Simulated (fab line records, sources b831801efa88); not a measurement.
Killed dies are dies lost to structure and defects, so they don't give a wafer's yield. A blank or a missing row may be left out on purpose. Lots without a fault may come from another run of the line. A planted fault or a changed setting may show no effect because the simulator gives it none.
Which tool did it? | flow sky130 | 11 lots, 32 wafers sampled, at 6 steps of a route of 708

WHAT THE GAUGES READ, wafer by wafer
SKY_FIELD_ISO_THK_MEAS_25.
lot  | measured    | on            | FIELD_ISO_CVD_24_THK (nm)
L682 | day 3 23:22 | film_metro-01 | 591 592 599
L684 | day 4 05:59 | film_metro-04 | 592 589 594
L683 | day 4 06:04 | film_metro-01 | 599 587 599
L687 | day 4 23:10 | film_metro-03 | 602 602 613
L689 | day 5 11:46 | film_metro-01 | 593 594 597
L691 | day 5 18:45 | film_metro-01 | 589 592 590
L692 | day 6 01:09 | film_metro-01 | 590 601
L693 | day 6 10:06 | film_metro-04 | 605 600 602
L694 | day 6 15:34 | film_metro-03 | 588 597 594
L695 | day 7 01:44 | film_metro-04 | 593 594 588
L697 | day 7 05:50 | film_metro-03 | 579 585 578

SKY_NWELL_TW_MEAS_15.
lot  | measured     | on            | NWELL_TW
L682 | day 6 13:11  | film_metro-02 | 30 30 30 30 30 30
L684 | day 6 17:44  | film_metro-04 | 31 31 31 31 31 30
L683 | day 6 17:23  | film_metro-04 | 31 31 31 30 31 31
L687 | day 7 14:05  | film_metro-04 | 1845 1832 1848
L689 | day 8 01:59  | film_metro-03 | 1839 1835 1821
L691 | day 8 09:37  | film_metro-04 | 1831 1831 1826
L692 | day 8 16:42  | film_metro-02 | 1809 1808
L693 | day 9 13:48  | film_metro-02 | 1808 1809 1815
L694 | day 9 20:17  | film_metro-04 | 1835 1838 1833
L695 | day 9 21:47  | film_metro-03 | 1829 1830 1827
L697 | day 10 01:14 | film_metro-04 | 1841 1847 1855

SKY_SPACER_THK_MEAS_01.
lot  | measured     | on            | SPACER_CVD_00_THK (nm)
L687 | day 27 11:29 | film_metro-04 | 42.8 42.8 42.7
L689 | day 28 05:55 | film_metro-04 | 43.2 43.0 43.3
L691 | day 28 11:48 | film_metro-02 | 42.5 42.5 42.7
L692 | day 28 22:20 | film_metro-02 | 42.6 42.4
L693 | day 29 22:04 | film_metro-03 | 43.2 42.8 43.2
L694 | day 30 08:23 | film_metro-02 | 42.7 42.8 42.8
L695 | day 30 11:59 | film_metro-03 | 42.4 42.5 43.0
L697 | day 30 14:35 | film_metro-04 | 43.3 43.4 43.0

WHICH TOOL RAN EACH LOT (tool, then ch and the chambers of the sampled wafers, then the start)
lot  | SKY_PWDE_STRIP_09                   | SKY_NWELL_STRIP_14                   | SKY_POLY_GATE_STRIP_18
L682 | plasma_asher-02 ch 0,1, day 5 17:40 | plasma_asher-01 ch 0, day 6 13:05    | -
L684 | plasma_asher-02 ch 0,1, day 5 22:58 | plasma_asher-01 ch 0,1, day 6 17:38  | -
L683 | plasma_asher-04 ch 0,1, day 5 22:44 | plasma_asher-04 ch 0,1, day 6 17:17  | -
L687 | plasma_asher-04 ch 0,1, day 6 18:41 | plasma_asher-04 ch 0,1, day 7 13:59  | plasma_asher-04 ch 0,1, day 21 02:32
L689 | plasma_asher-04 ch 0,1, day 7 05:50 | plasma_asher-01 ch 0,1, day 8 01:52  | plasma_asher-04 ch 0, day 21 18:08
L691 | plasma_asher-03 ch 0,1, day 7 13:22 | plasma_asher-04 ch 0,1, day 8 09:31  | plasma_asher-01 ch 0,1, day 22 02:21
L692 | plasma_asher-04 ch 0,1, day 7 19:31 | plasma_asher-02 ch 0,1, day 8 16:36  | plasma_asher-01 ch 0, day 22 14:01
L693 | plasma_asher-03 ch 0,1, day 8 16:16 | plasma_asher-02 ch 0,1, day 9 13:43  | plasma_asher-01 ch 0,1, day 23 16:34
L694 | plasma_asher-02 ch 0,1, day 8 21:53 | plasma_asher-04 ch 0,1, day 9 20:10  | plasma_asher-04 ch 0, day 24 02:35
L695 | plasma_asher-02 ch 0,1, day 9 00:25 | plasma_asher-02 ch 0,1, day 9 21:41  | plasma_asher-04 ch 0, day 24 05:23
L697 | plasma_asher-02 ch 0,1, day 9 03:01 | plasma_asher-02 ch 0,1, day 10 01:09 | plasma_asher-04 ch 0,1, day 24 09:01
- SKY_PWDE_STRIP_09: strips in O2/N2.
- SKY_NWELL_STRIP_14: strips in O2/N2.
- SKY_POLY_GATE_STRIP_18: strips in O2/N2.

WHAT THE TOOLS THEMSELVES READ (means of the sampled wafers that have a number; where no wafer has one, the mark that the record gives instead)
SKY_PWDE_STRIP_09.
lot  | tool            | chamber_pressure_mTorr (mTorr) | drypump_motor_current_A (A) | n2_flow_sccm (sccm) | oes_product_au (a.u.) | strip_time_to_endpoint_s (s)
L682 | plasma_asher-02 | -                              | -                           | -                   | -                     | -
L684 | plasma_asher-02 | -                              | -                           | -                   | -                     | -
L683 | plasma_asher-04 | -                              | -                           | -                   | -                     | -
L687 | plasma_asher-04 | 1499.8                         | 5.8                         | 300.8               | 0.725                 | 36.88
L689 | plasma_asher-04 | 1501.0                         | 5.8                         | 301.5               | 0.719                 | 37.00
L691 | plasma_asher-03 | 1499.1                         | 5.9                         | 299.7               | 0.723                 | 36.90
L692 | plasma_asher-04 | 1500.2                         | 5.5                         | 299.6               | 0.725                 | 37.15
L693 | plasma_asher-03 | 1498.8                         | 5.9                         | 300.9               | 0.724                 | 36.82
L694 | plasma_asher-02 | 1499.0                         | 5.6                         | 300.1               | 0.723                 | 36.88
L695 | plasma_asher-02 | 1499.1                         | 5.4                         | 299.2               | 0.726                 | 36.81
L697 | plasma_asher-02 | 1500.5                         | 5.4                         | 300.2               | 0.723                 | 36.98

SKY_NWELL_STRIP_14.
lot  | tool            | chamber_pressure_mTorr (mTorr) | drypump_motor_current_A (A) | n2_flow_sccm (sccm) | oes_product_au (a.u.) | strip_time_to_endpoint_s (s)
L682 | plasma_asher-01 | 1499.9                         | 5.6                         | 300.1               | 0.739                 | 80.94
L684 | plasma_asher-01 | 1499.0                         | 5.7                         | 300.4               | 0.741                 | 81.21
L683 | plasma_asher-04 | 1498.5                         | 5.8                         | 299.0               | 0.742                 | 81.21
L687 | plasma_asher-04 | 1500.5                         | 5.3                         | 299.4               | 0.722                 | 36.83
L689 | plasma_asher-01 | 1501.4                         | 5.8                         | 299.2               | 0.724                 | 36.95
L691 | plasma_asher-04 | 1498.8                         | 5.8                         | 300.6               | 0.727                 | 37.28
L692 | plasma_asher-02 | 1500.4                         | 5.5                         | 301.5               | 0.722                 | 36.87
L693 | plasma_asher-02 | 1499.9                         | 5.4                         | 300.2               | 0.719                 | 36.98
L694 | plasma_asher-04 | 1500.5                         | 5.3                         | 299.5               | 0.722                 | 36.76
L695 | plasma_asher-02 | 1499.1                         | 5.4                         | 299.4               | 0.725                 | 36.99
L697 | plasma_asher-02 | 1498.9                         | 5.6                         | 299.6               | 0.717                 | 36.96

SKY_POLY_GATE_STRIP_18.
lot  | tool            | chamber_pressure_mTorr (mTorr) | drypump_motor_current_A (A) | n2_flow_sccm (sccm) | oes_product_au (a.u.) | strip_time_to_endpoint_s (s)
L687 | plasma_asher-04 | 1500.6                         | 5.3                         | 300.2               | 0.361                 | 3.16
L689 | plasma_asher-04 | 1501.2                         | 6.3                         | 300.1               | 0.363                 | 3.22
L691 | plasma_asher-01 | 1499.6                         | 5.8                         | 299.7               | 0.358                 | 3.20
L692 | plasma_asher-01 | 1500.0                         | 5.6                         | 300.4               | 0.360                 | 3.12
L693 | plasma_asher-01 | 1499.1                         | 5.8                         | 300.4               | 0.365                 | 3.19
L694 | plasma_asher-04 | 1499.8                         | 6.3                         | 299.2               | 0.359                 | 3.18
L695 | plasma_asher-04 | 1499.4                         | 6.3                         | 300.1               | 0.366                 | 3.16
L697 | plasma_asher-04 | 1499.6                         | 5.8                         | 299.1               | 0.358                 | 3.16

THE ANSWER, worked out from the rows above alone
Rule: what is usual is taken from the lots themselves. Put in order of their means at a reading, lots are off if they are a third of the lots or fewer, leave a main group of 4 or more, and stand apart from it by a gap of 3 or more times the standard deviation of the main group's means; of several such gaps the widest counts. A main group whose means are all the same, to the digits that the tables above print for the reading, isn't used. A lot without any number at a reading at which 4 lots or more have one is off too. The other lots that the step has rows for count as sound. The gauges are gone through in route order, then the tools' own readings, and for those a lot's mean is taken as printed above. The first step at which some lot is off is used, and at that step the reading that is off furthest; a lot without a number counts as furthest.
Off: L682, L684, L683, at SKY_NWELL_TW_MEAS_15 (NWELL_TW). The main group: mean 1829, standard deviation 13.
A tool fits if, at a process step before that reading, it ran every lot that is off, and no sound lot after the first of them. The gauges at SKY_NWELL_TW_MEAS_15 aren't tried: what is off there is off at SKY_PWDE_STRIP_09 too, on other tools, and a gauge's error can't cause that. None of those tried fits.

WHAT THE SIMULATOR HAD PUT IN
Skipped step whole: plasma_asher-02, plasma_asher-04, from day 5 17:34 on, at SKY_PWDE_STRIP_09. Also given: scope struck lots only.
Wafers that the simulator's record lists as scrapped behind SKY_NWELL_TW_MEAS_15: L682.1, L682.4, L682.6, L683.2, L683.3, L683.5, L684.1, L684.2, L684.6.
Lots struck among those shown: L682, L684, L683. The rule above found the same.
